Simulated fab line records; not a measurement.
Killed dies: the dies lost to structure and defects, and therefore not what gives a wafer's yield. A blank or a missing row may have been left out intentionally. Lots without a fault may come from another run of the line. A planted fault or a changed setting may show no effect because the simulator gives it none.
Which tool did it? -- flow sky130 -- 24 lots with 72 wafers sampled at 3 steps, on a route of 708 steps

WHAT THE GAUGES READ, wafer by wafer
SKY_FIELD_ISO_CD_MEAS_13: target cd 150 nm.
lot,measured,on,cdNm (nm)
L074,day 2 06:07,cdSem-01,150.5 149.6 151.4
L075,day 2 08:39,cdSem-02,147.9 148.3 148.6
L076,day 2 17:56,cdSem-02,151.3 150.9 153.2
L077,day 2 22:08,cdSem-02,151.1 149.9 150.2
L078,day 3 06:31,cdSem-01,150.3 148.2 147.3
L079,day 3 09:10,cdSem-01,148.7 147.1 148.1
L080,day 3 16:50,cdSem-02,149.0 148.7 148.8
L082,day 3 23:22,cdSem-02,151.0 150.4 151.3
L081,day 3 23:44,cdSem-02,151.6 149.7 151.8
L083,day 4 04:23,cdSem-02,149.3 149.3 148.9
L084,day 4 08:16,cdSem-02,150.5 150.4 151.4
L085,day 4 13:05,cdSem-02,149.3 149.6 148.7
L086,day 4 20:05,cdSem-02,150.6 151.8 152.6
L087,day 5 07:55,cdSem-02,150.8 150.3 149.3
L088,day 5 08:39,cdSem-02,149.3 148.1 148.3
L089,day 5 13:43,cdSem-01,148.1 148.8 149.8
L090,day 5 18:19,cdSem-02,153.2 152.1 153.0
L091,day 5 20:19,cdSem-02,149.5 149.6 150.6
L092,day 6 01:24,cdSem-01,152.1 151.2 151.2
L093,day 6 07:47,cdSem-02,147.3 147.6 146.5
L094,day 6 14:45,cdSem-02,149.0 147.6 149.8
L095,day 6 18:17,cdSem-02,150.3 149.6 148.5
L096,day 7 02:19,cdSem-01,150.2 149.2 149.9
L097,day 7 05:16,cdSem-01,151.5 149.7 150.0

SKY_SONOS_ONO_THK_MEAS_05.
lot,measured,on,SONOS_ONO_CVD_04_THK (nm)
L074,day 11 13:27,filmMetro-02,5.61 5.53 5.47
L075,day 11 19:42,filmMetro-03,5.56 5.49 5.51
L076,day 12 03:04,filmMetro-02,5.63 5.62 5.58
L077,day 12 09:58,filmMetro-02,5.73 5.73 5.75
L078,day 13 03:10,filmMetro-04,5.62 5.72 5.53
L079,day 13 10:05,filmMetro-04,5.62 5.57 5.51
L080,day 13 14:31,filmMetro-04,5.64 5.60 5.71
L082,day 14 05:50,filmMetro-02,5.62 5.60 5.52
L081,day 14 05:51,filmMetro-03,5.77 5.67 5.69
L083,day 14 13:51,filmMetro-02,5.61 5.68 5.65
L084,day 14 16:15,filmMetro-04,5.63 5.66 5.70
L085,day 15 02:25,filmMetro-04,5.64 5.57 5.62
L086,day 15 12:25,filmMetro-02,5.72 5.79 5.68
L087,day 16 12:35,filmMetro-03,5.76 5.67 5.69
L088,day 16 14:59,filmMetro-03,5.94 5.93 6.06
L089,day 17 03:05,filmMetro-03,5.93 5.84 5.80
L090,day 17 09:10,filmMetro-04,5.73 5.73 5.67
L091,day 17 09:08,filmMetro-02,5.67 5.67 5.70
L092,day 17 16:07,filmMetro-03,5.72 5.75 5.59
L093,day 17 20:10,filmMetro-02,5.73 5.82 5.81
L094,day 18 08:25,filmMetro-04,5.71 5.65 5.83
L095,day 18 13:58,filmMetro-02,5.76 5.75 5.80
L096,day 19 05:51,filmMetro-02,5.77 5.91 5.66
L097,day 19 08:41,filmMetro-02,5.53 5.56 5.51

SKY_SD_P_OVL_MEAS_08.
lot,measured,on,SD_P_OVL (nm)
L074,day 25 05:02,overlay-01,-0.7 0.6 -0.8
L075,day 25 11:50,overlay-01,4.2 3.0 1.9
L076,day 26 03:00,overlay-01,1.5 1.3 0.4
L077,day 26 08:54,overlay-02,0.9 1.1 -0.5
L078,day 27 06:42,overlay-01,1.1 1.3 -0.8
L079,day 27 18:32,overlay-01,0.5 0.6 0.2
L080,day 27 21:09,overlay-02,0.7 0.3 -0.2
L082,day 28 07:39,overlay-01,3.1 1.3 3.0
L081,day 28 09:37,overlay-02,-1.4 -0.8 0.3
L083,day 28 20:41,overlay-01,3.6 3.5 3.7
L084,day 28 20:35,overlay-02,1.5 1.6 1.0
L085,day 29 06:54,overlay-01,-0.6 -1.5 0.6
L086,day 29 13:32,overlay-02,-1.3 1.1 0.1
L087,day 30 18:14,overlay-02,1.2 0.8 0.5
L088,day 30 16:50,overlay-01,-1.5 -0.7 -0.5
L089,day 31 03:29,overlay-01,0.5 0.2 -0.9
L090,day 31 09:27,overlay-02,1.2 1.3 1.5
L091,day 31 09:44,overlay-01,1.7 3.3 1.6
L092,day 31 17:09,overlay-01,-0.5 -0.5 0.9
L093,day 31 19:26,overlay-02,0.7 0.3 1.1
L094,day 32 06:02,overlay-02,0.2 -0.8 -1.0
L095,day 32 12:44,overlay-01,2.1 3.0 2.5
L096,day 33 05:53,overlay-01,0.3 0.3 -0.9
L097,day 33 07:41,overlay-01,1.8 0.9 0.8

EACH LOT AND THE TOOL THAT RAN IT (in order: tool; ch and the chambers of the sampled wafers; start)
The record shows no process step preceding these readings.

AS READ BY THE TOOLS THEMSELVES (means over the sampled wafers that have a number; for cases with no such wafer, the mark the record gives instead)
The record holds no such reading with a usual standard deviation.

THE ANSWER, worked out from the rows above alone
Rule: the usual values come from the lots themselves. The widest of any qualifying gaps counts: lots, ordered by their means at a reading, are off when they make up no more than a third of the lots, leave a main group of 4 or more, and stand apart from it by 3 or more times the standard deviation of that group's means. Not used: any main group whose means are identical at the precision the tables above print for the reading. A lot without any number at a reading at which 4 lots or more have one is off too. The other lots that the step has rows for count as sound. Order of review: gauges by route order, followed by the tools' own readings, for which a lot's mean as printed above is used. At the first step where some lot is off, the reading lying furthest off is the one used; lots without a number count as furthest.
Across all readings shown, no lot is off: no conclusion can be drawn from this.

WHAT THE SIMULATOR PUT IN
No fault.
